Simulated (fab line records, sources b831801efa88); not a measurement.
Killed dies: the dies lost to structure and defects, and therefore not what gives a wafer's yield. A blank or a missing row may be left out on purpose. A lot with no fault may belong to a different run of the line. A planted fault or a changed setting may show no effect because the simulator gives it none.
One fault through the eyes of 2 desks + flow sky130 + what lay behind the numbers comes last; until then each desk has only its own

== AT THE TOOL OWNER'S DESK: hdpcvd-02 ==
The tool's own readings at SKY_VIA2_HDPCVD_00 (deposits SiO2, target thk 1180 nm, time 196.7 s): means of the sampled wafers that have a number, for each lot that ran on this tool. If a lot's mean is further than 4 standard deviations from the usual mean, the lot is out of limits and carries the mark OUT (the distance appears in the brackets).
Columns: A = run-length-s at SKY_VIA2_HDPCVD_00, usual 224.7 s
| lot  | first seen here | A               |
|------|-----------------|-----------------|
| L264 | day 35 11:19    | 224.9           |
| L266 | day 36 02:37    | 224.9           |
| L268 | day 36 13:20    | 224.5           |
| L280 | day 40 08:09    | 231.1 (+19) OUT |
This desk's verdict: out of limits on L280, starting with L280 at day 40 08:09 (run-length-s at SKY_VIA2_HDPCVD_00). In limits: L264, L266, L268.

== THE METROLOGY DESK ==
Means of the sampled wafers that have a number, per lot and without regard to the tool the lot ran on: this is what the gauges read. If a lot's mean is further than 4 standard deviations from the usual mean, the lot is out of limits and carries the mark OUT (the distance appears in the brackets).
Columns: A = METAL1_OVL at SKY_METAL1_OVL_MEAS_16, usual -1 nm; B = VIA2_HDPCVD_THK at SKY_VIA2_THK_MEAS_01, usual 1180 nm
| lot  | first seen here | A  | B    |
|------|-----------------|----|------|
| L264 | day 33 02:43    | -4 | 1186 |
| L265 | day 33 10:52    | 9  | 1180 |
| L266 | day 33 17:42    | -3 | 1175 |
| L267 | day 33 19:20    | -4 | 1182 |
| L268 | day 34 04:28    | -2 | 1178 |
| L271 | day 35 09:30    | -1 | 1199 |
| L272 | day 35 15:15    | 5  | 1199 |
| L280 | day 38 01:31    | -3 | 1211 |
| L283 | day 38 21:32    | -0 | 1177 |
| L285 | day 39 05:44    | -2 | 1182 |
| L287 | day 39 19:44    | 2  | 1179 |
Result from this desk: across the 11 lots, nothing is out of limits.

== TAKEN TOGETHER ==
The tool owner's desk could have raised an alarm at day 40 08:09, on L280.
Nothing out of limits was seen by the metrology desk.
The metrology desk has L280 on record, within its limits.
Every lot named ran SKY_VIA2_HDPCVD_00 on hdpcvd-02.

== WHAT THE SIMULATOR HAD PUT IN ==
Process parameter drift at SKY_VIA2_HDPCVD_00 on hdpcvd-02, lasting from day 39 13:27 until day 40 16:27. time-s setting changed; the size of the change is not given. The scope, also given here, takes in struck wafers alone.
Struck lots among those shown: L280.
Delay in hours, fault start to first out-of-limits reading, by desk: the tool owner's desk at 19.
